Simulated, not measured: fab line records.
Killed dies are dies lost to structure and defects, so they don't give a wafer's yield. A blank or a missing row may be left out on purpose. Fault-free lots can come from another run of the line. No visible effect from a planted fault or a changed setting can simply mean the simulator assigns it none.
Chamber matching :: flow gf180mcu :: GF_SAB_ETCH_11 on rie-diel-01: 4 sister chambers
The step etches SiO2 in C4F8/O2/Ar, target depth 55 nm, time 8.5 s. 4 wafers are shown with their chamber, then 6 later ones without.

== WAFERS WITH THEIR CHAMBER ==
wafer: L455.5
chamber: 3
oes-product-au (a.u.): 0.983

wafer: L456.1
chamber: 1
oes-product-au (a.u.): 0.999

wafer: L457.1
chamber: 0
oes-product-au (a.u.): 0.985

wafer: L457.4
chamber: 2
oes-product-au (a.u.): 1.000

== WAFERS MISSING THEIR CHAMBER ==
wafer: L459.1
oes-product-au (a.u.): 0.986

wafer: L459.4
oes-product-au (a.u.): 1.001

wafer: L459.5
oes-product-au (a.u.): 1.007

wafer: L460.3
oes-product-au (a.u.): 1.007

wafer: L460.5
oes-product-au (a.u.): 0.985

wafer: L460.6
oes-product-au (a.u.): 0.983

== WHICH CHAMBER EACH WENT THROUGH ==
wafer: L459.1
from the rows above: can't be placed: 0 or 3
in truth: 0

wafer: L459.4
from the rows above: can't be placed: 2 or 1
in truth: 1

wafer: L459.5
from the rows above: can't be placed: 2 or 1
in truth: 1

wafer: L460.3
from the rows above: can't be placed: 2 or 1
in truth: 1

wafer: L460.5
from the rows above: can't be placed: 0 or 3
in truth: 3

wafer: L460.6
from the rows above: can't be placed: 3 or 0
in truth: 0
Correct placement for 0 of the 6. Cannot be placed on the basis of these rows: 6; the candidates contain the true chamber in 6. Placed wrongly: 0.
How it was worked out, from the rows above alone: a wafer's distance from a chamber is the root of the sum, over the readings, of the square of ((its reading less the chamber's mean) divided by the reading's scatter). The wafer belongs to the nearest chamber; if the next one is less than 2 further off, it can't be placed. A chamber's mean is the mean of its shown wafers. The scatter (one wafer shown for each chamber): square how far every hidden wafer sits from the nearest shown wafer, average those squares and take the square root.
